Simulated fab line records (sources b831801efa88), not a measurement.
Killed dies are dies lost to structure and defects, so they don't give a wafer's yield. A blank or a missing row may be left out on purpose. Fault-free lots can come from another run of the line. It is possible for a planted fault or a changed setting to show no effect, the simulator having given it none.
fab line records | flow sky130
[record] lots = 13 wafers = 39 last_day = 48
route steps=708 shown SONOS_TUNNEL@158 CONTACT@411 METAL3@565 METAL4@600 PAD_OPEN@708
lots that met no fault: from a run of the same line without faults
start_h: start of the lot's first displayed wafer, in hours after the record's first day | wait_h: how many hours have passed since the lot's step before this one | " as in the row above | L1.1+2: a single row standing in for several wafers | - either no value or no given start | * or withheld: withheld | < > ~ a bound
route shown NAME@n: names a module that has steps shown in the file, with the first one's number in the route | usual: average and standard deviation across the fault-free wafers | same: alike in all rows | chamber/n: place in a boat | sites: readings site by site | _std_site: their standard deviation | _edge_site: mean of outer sites minus mean of inner sites | radius_mm: how far each site lies from the wafer's centre | mask NAME#n: copy n | behind: the most recent tool/chamber to have shaped the wafer | hold: what put the lot on hold/how long, in hours/how the hold closed | device: the n, p or np transistor that did not switch | end of line: tests run on the same wafers once the route is complete | a step with no rows: only its recipe | killed: at the first sort, the dies lost to defects and structure; wafer yield is something else | map: a wafer's dies, x killed, . not, _ none there
set.NAME: the setting as run; set.NAME@STEP: as run at that earlier step | model.NAME: the simulator's own value behind a step, which no gauge read
steps of the route over a sample of lots; a table a step, a row a wafer
services: when a tool's chamber went out of use (start_h, in hours from the record's first day, below 0 if earlier), for how many hours, and the reason
[[steps]]
[step SKY_SONOS_TUNNEL_EXPOSE_04]
[recipe] mask_id = TUNM na = 0.6 source_shape = conventional sigma_outer = 0.6 polarization = unpolarized target_cd_nm = 410 dose_mj = 136
[usual] focus_offset_nm = 0.0/0.44
// columns lot.wafer tool chamber start_h wait_h mask focus_offset_nm
L710.1 iline_stepper-02 0 242.28 - TUNM#0 0.1
L710.3 " 0 " " TUNM#0 -0.1
L710.5 " 0 " " TUNM#0 0.7
L711.1 iline_stepper-02 0 252.59 - TUNM#0 -0.2
L711.4 " 0 " " TUNM#0 0.5
L711.6 " 0 " " TUNM#0 0.0
L713.2 iline_stepper-02 0 263.35 - TUNM#0 -0.4
L713.3 " 0 " " TUNM#0 0.5
L713.5 " 0 " " TUNM#0 -0.8
L715.1 iline_stepper-01 0 278.67 - TUNM#0 -0.3
L715.2 " 0 " " TUNM#0 0.4
L715.4 " 0 " " TUNM#0 0.0
L716.2 iline_stepper-02 0 288.79 - TUNM#0 -0.3
L716.3 " 0 " " TUNM#0 -0.3
L716.4 " 0 " " TUNM#0 -0.3
L717.1 iline_stepper-02 0 293.74 - TUNM#0 -1.0
L717.3 " 0 " " TUNM#0 -0.9
L717.5 " 0 " " TUNM#0 -0.4
L718.4 iline_stepper-02 0 303.11 - TUNM#0 0.5
L718.5 " 0 " " TUNM#0 0.7
L718.6 " 0 " " TUNM#0 0.4
L719.2 iline_stepper-02 0 312.92 - TUNM#0 -0.3
L719.4 " 0 " " TUNM#0 -0.7
L719.6 " 0 " " TUNM#0 -0.8
L720.1 iline_stepper-01 0 315.03 - TUNM#0 -0.1
L720.3 " 0 " " TUNM#0 0.0
L720.5 " 0 " " TUNM#0 -0.4
L722.2 iline_stepper-01 0 331.89 - TUNM#0 0.4
L722.4 " 0 " " TUNM#0 -0.1
L722.5 " 0 " " TUNM#0 -0.5
L723.4 iline_stepper-01 0 341.15 - TUNM#0 -0.1
L723.5 " 0 " " TUNM#0 0.0
L723.6 " 0 " " TUNM#0 -0.1
L726.3 iline_stepper-01 0 370.55 - TUNM#0 -0.9
L726.4 " 0 " " TUNM#0 -0.3
L726.6 " 0 " " TUNM#0 -0.2
L727.1 iline_stepper-01 0 372.49 - TUNM#0 0.8
L727.4 " 0 " " TUNM#0 1.1
L727.5 " 0 " " TUNM#0 0.8
[step SKY_SONOS_TUNNEL_OVL_MEAS_08]
[usual] SONOS_TUNNEL_OVL = 0.0/1.6
// columns lot.wafer tool chamber start_h wait_h hold SONOS_TUNNEL_OVL[nm]
L710.1 overlay-01 - 254.11 0.1 - 1.2
L710.3 " - " " - -0.7
L710.5 " - " " - 0.1
L711.1 overlay-01 - 264.56 0.1 - -0.6
L711.4 " - " " - -0.5
L711.6 " - " " - -2.3
L713.2 overlay-01 - 275.37 0.1 - -1.0
L713.3 " - " " - 0.3
L713.5 " - " " - -1.1
L715.1 overlay-02 - 290.72 0.1 - -0.5
L715.2 " - " " - -0.1
L715.4 " - " " - 0.4
L716.2 overlay-02 - 300.82 0.1 - -2.3
L716.3 " - " " - -1.5
L716.4 " - " " - -1.4
L717.1 overlay-02 - 306.62 0.1 - 0.7
L717.3 " - " " - -0.1
L717.5 " - " " - 0.1
L718.4 overlay-02 - 315.83 0.1 - -0.8
L718.5 " - " " - -1.5
L718.6 " - " " - -0.2
L719.2 overlay-02 - 325.23 0.1 - -2.1
L719.4 " - " " - 0.3
L719.6 " - " " - -0.4
L720.1 overlay-01 - 327.37 0.1 - 2.7
L720.3 " - " " - 0.8
L720.5 " - " " - 0.7
L722.2 overlay-01 - 345.57 0.1 - 1.1
L722.4 " - " " - 3.3
L722.5 " - " " - 2.4
L723.4 overlay-01 - 354.94 0.1 - -0.8
L723.5 " - " " - -0.2
L723.6 " - " " - -0.5
L726.3 overlay-01 - 384.32 0.1 await_dispo/0.2h/release 268.2
L726.4 " - " " await_dispo/0.2h/release 264.6
L726.6 " - " " await_dispo/0.2h/release 266.1
L726.3 overlay-01 - 384.53 0.2 - 267.5
L726.4 " - " " - 264.1
L726.6 " - " " - 265.7
L727.1 overlay-01 - 386.01 0.1 await_dispo/0.2h/release 266.8
L727.4 " - " " await_dispo/0.2h/release 266.6
L727.5 " - " " await_dispo/0.2h/release 265.6
L727.1 overlay-01 - 386.21 0.2 - 266.4
L727.4 " - " " - 266.4
L727.5 " - " " - 265.3
[step SKY_CONTACT_BOW_MEAS_05]
[recipe] mode = bow
[usual] CONTACT_BOW = 81/6.6
// columns lot.wafer tool chamber start_h wait_h CONTACT_BOW[um]
L710.1 film_metro-02 - 708.86 0.1 85
L710.3 " - " " 75
L710.5 " - " " 83
L711.1 film_metro-04 - 717.62 0.1 74
L711.4 " - " " 84
L711.6 " - " " 81
L713.2 film_metro-04 - 737.99 0.2 90
L713.3 " - " " 85
L713.5 " - " " 77
L715.1 film_metro-01 - 751.34 0.2 79
L715.2 " - " " 83
L715.4 " - " " 88
L716.2 film_metro-04 - 764.92 0.1 78
L716.3 " - " " 87
L716.4 " - " " 82
L717.1 film_metro-01 - 776.20 0.2 80
L717.3 " - " " 92
L717.5 " - " " 89
L718.4 film_metro-04 - 778.00 0.3 66
L718.5 " - " " 74
L718.6 " - " " 83
L719.2 film_metro-04 - 783.54 0.2 88
L719.4 " - " " 87
L719.6 " - " " 78
L720.1 film_metro-04 - 789.27 0.1 91
L720.3 " - " " 66
L720.5 " - " " 70
L722.2 film_metro-02 - 805.39 0.3 94
L722.4 " - " " 86
L722.5 " - " " 82
L723.4 film_metro-04 - 816.17 0.3 76
L723.5 " - " " 73
L723.6 " - " " 80
[step SKY_METAL3_DESCUM_15]
[recipe] chemistry = O2 source_power_w = 150 bias_power_w = 0 pressure_mtorr = 10 temp_c = 40 time_s = 8
[usual] drypump_motor_current_A = 5.8/0.4 oes_product_au = 0.994/0.012
// columns lot.wafer tool chamber start_h wait_h drypump_motor_current_A oes_product_au rf_hours_counter_h
L710.1 rie_metal-01 0 904.84 0.0 6.1 0.974 7
L710.3 " 0 " " 6.1 0.977 -
L710.5 " 0 " " 6.0 0.994 -
L711.1 rie_metal-01 0 911.36 0.0 6.0 0.990 7
L711.4 " 0 " " 6.1 0.981 -
L711.6 " 0 " " 6.1 0.986 -
L713.2 rie_metal-04 0 931.91 0.0 6.7 0.988 4
L713.3 " 0 " " 6.8 1.003 -
L713.5 " 1 " " 5.6 1.017 -
L715.1 rie_metal-01 1 943.90 0.0 5.6 1.012 2
L715.2 " 0 " " 6.1 0.985 9
L715.4 " 1 " " 5.6 1.016 -
L716.2 rie_metal-03 1 954.30 0.0 5.4 0.986 9
L716.3 " 1 " " 5.4 0.980 -
L716.4 " 0 " " 5.6 0.997 -
L717.1 rie_metal-01 0 964.46 0.0 6.0 0.997 10
L717.3 " 1 " " 5.6 1.023 -
L717.5 " 1 " " 5.6 1.002 -
L718.4 rie_metal-04 0 965.31 0.0 6.8 0.983 -
L718.5 " 0 " " 6.8 0.993 -
L718.6 " 1 " " 5.6 1.011 -
L719.2 rie_metal-04 0 971.60 0.0 6.8 0.995 6
L719.4 " 1 " " 5.6 1.015 -
L719.6 " 1 " " 5.6 1.016 -
L720.1 rie_metal-04 1 976.16 0.0 5.6 0.998 9
L720.3 " 1 " " 5.6 1.004 -
L720.5 " 0 " " 6.8 0.992 -
L722.2 rie_metal-03 0 991.51 0.0 5.6 1.004 7
L722.4 " 1 " " 5.4 0.997 -
L722.5 " 1 " " 5.5 0.991 -
L723.4 rie_metal-01 0 999.26 0.0 6.1 0.980 -
L723.5 " 0 " " 6.1 0.976 -
L723.6 " 1 " " 5.6 0.995 -
[step SKY_METAL4_SPUTTER_02]
[recipe] material = AlCu target_thk_nm = 735 power_w = 10600 time_s = 39.1 chamber_pressure_pa = 0.4
[usual] throttle_valve_pct = 30.6/0.94
// columns lot.wafer tool chamber start_h wait_h throttle_valve_pct
L710.1 pvd_sputter-03 - 933.05 0.0 28.3
L710.3 " - " " 31.2
L710.5 " - " " 31.5
L711.1 pvd_sputter-04 - 938.62 0.0 30.0
L711.4 " - " " 30.7
L711.6 " - " " 30.7
L713.2 pvd_sputter-03 - 959.29 0.0 30.8
L713.3 " - " " 31.3
L713.5 " - " " 30.9
L715.1 pvd_sputter-03 - 971.86 0.0 31.0
L715.2 " - " " 28.4
L715.4 " - " " 31.3
L716.2 pvd_sputter-02 - 982.10 0.0 31.3
L716.3 " - " " 31.0
L716.4 " - " " 30.2
L717.1 pvd_sputter-03 - 991.90 0.0 30.9
L717.3 " - " " 28.5
L717.5 " - " " 28.2
L718.4 pvd_sputter-02 - 993.20 0.0 31.1
L718.5 " - " " 30.2
L718.6 " - " " 30.9
L719.2 pvd_sputter-03 - 998.97 0.0 28.4
L719.4 " - " " 31.1
L719.6 " - " " 31.2
L720.1 pvd_sputter-02 - 1003.00 0.0 30.6
L720.3 " - " " 31.0
L720.5 " - " " 30.9
L722.2 pvd_sputter-02 - 1017.61 0.0 31.3
L722.4 " - " " 30.3
L722.5 " - " " 31.3
L723.4 pvd_sputter-03 - 1024.92 0.0 28.2
L723.5 " - " " 31.4
L723.6 " - " " 30.9
[step SKY_PAD_OPEN_PROBE_99]
[usual] defect_limited_yield = 82.5/2 killed_at_M0_to_M3 = 43/6.8 killed_at_M4_up = 3.3/2.1 killed_at_contacts = 24/5 killed_at_front_end = 15/4.4 killed_at_other = 0.3/0.57 killed_dies = 86/9.7 killed_open = 47/7.3 killed_short = 39/6.1 sort_bin_3_pad_short = 0.8/0.38 sort_bin_5_function = 10.5/1.5 sort_bin_6_memory = 6.2/1.1 sort_n_pass = 406/9.7 sort_yield_pct = 82.5/2
[same] gross_dies = 492 killed_at_back_side = 0 sort_bin_4_leakage[%] = 0 sort_bin_8_speed[%] = 0
// columns lot.wafer tool chamber start_h wait_h defect_limited_yield[%] killed_at_M0_to_M3 killed_at_M4_up killed_at_contacts killed_at_front_end killed_at_other killed_dies killed_open killed_short sort_bin_3_pad_short[%] sort_bin_5_function[%] sort_bin_6_memory[%] sort_n_pass sort_yield_pct[%]
L719.2 prober-01 - 1133.60 0.1 81.5 50 2 22 17 0 91 53 38 0.8 12.0 5.7 401 81.5
L719.4 prober-01 - 1133.70 0.2 85.4 37 1 20 13 1 72 35 37 0.8 8.9 4.9 420 85.4
L719.6 prober-01 - 1133.80 0.2 87.0 28 2 14 20 0 64 37 27 0.8 7.3 4.9 428 87.0
// killed by level:class
L719.2 VIA2:geometric_particle:open=12 LI_CONTACT:geometric_particle:open=10 VIA1:geometric_particle:open=8 VIA1:geometric_particle:short=6 FIELD_ISO:geometric_particle:short=5 CONTACT:geometric_particle:open=5 CONTACT:geometric_particle:short=5 METAL1:geometric_particle:short=5
L719.4 LI_CONTACT:geometric_particle:short=6 METAL1:geometric_particle:short=6 POLY_GATE:geometric_particle:open=5 LOCAL_INTERCONNECT:geometric_particle:short=5 VIA3:geometric_particle:open=5 VIA1:geometric_particle:open=4 LI_CONTACT:geometric_particle:open=4 METAL2:geometric_particle:open=4
L719.6 POLY_GATE:geometric_particle:open=7 CONTACT:geometric_particle:open=6 VIA1:geometric_particle:open=5 FIELD_ISO:geometric_particle:short=4 METAL1:geometric_particle:short=4 VIA2:geometric_particle:open=4 VIA3:geometric_particle:open=4 POLY_GATE:geometric_particle:short=3
[[services]]
// columns tool chamber start_h hours kind
iline_stepper-02 - 220.33 14.3 repair
iline_stepper-01 - 241.71 12.3 repair
iline_stepper-01 - 301.31 1.7 pm
pvd_sputter-03 - 339.30 3.6 repair
pvd_sputter-03 - 384.94 0.7 repair
iline_stepper-01 - 385.97 4.4 pm
iline_stepper-02 - 399.88 2.1 pm
iline_stepper-02 - 407.17 1.7 pm
iline_stepper-02 - 427.36 0.7 repair
pvd_sputter-03 - 492.58 7.4 repair
iline_stepper-01 - 519.49 1.7 pm
pvd_sputter-03 - 543.03 24.2 repair
iline_stepper-02 - 620.95 0.7 repair
iline_stepper-02 - 625.35 1.7 pm
pvd_sputter-03 - 685.14 5.6 repair
iline_stepper-02 - 686.11 12.5 repair
iline_stepper-02 - 698.59 28.9 pm
iline_stepper-01 - 710.64 5.6 repair
iline_stepper-01 - 737.67 1.7 pm
iline_stepper-02 - 843.53 1.7 pm
iline_stepper-01 - 914.34 9.5 repair
iline_stepper-01 - 954.11 2.1 pm
iline_stepper-01 - 956.19 1.7 pm
iline_stepper-02 - 1011.44 1.9 repair
[[key]]
[first_sign] step = SKY_SONOS_TUNNEL_OVL_MEAS_08 reading = visit direction = added
[effect] step = SKY_SONOS_TUNNEL_OVL_MEAS_08 reading = SONOS_TUNNEL_OVL direction = up sigmas = 99+ usual = 0.0 struck = 266.3
met_at SKY_SONOS_TUNNEL_EXPOSE_04
struck_lots L726,L727
scrapped_behind SKY_SONOS_TUNNEL_OVL_MEAS_08 L726.3,L726.4,L726.6,L727.1,L727.4,L727.5
not_acting_at SKY_CONTACT_BOW_MEAS_05,SKY_METAL3_DESCUM_15,SKY_METAL4_SPUTTER_02
onset_between 341.15 370.55
also_fits time
[fault] kind = scanner_matching_overlay tool = iline_stepper-01 chamber = - onset_h = 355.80 steps = SKY_SONOS_TUNNEL_EXPOSE_04 offset = 263.61
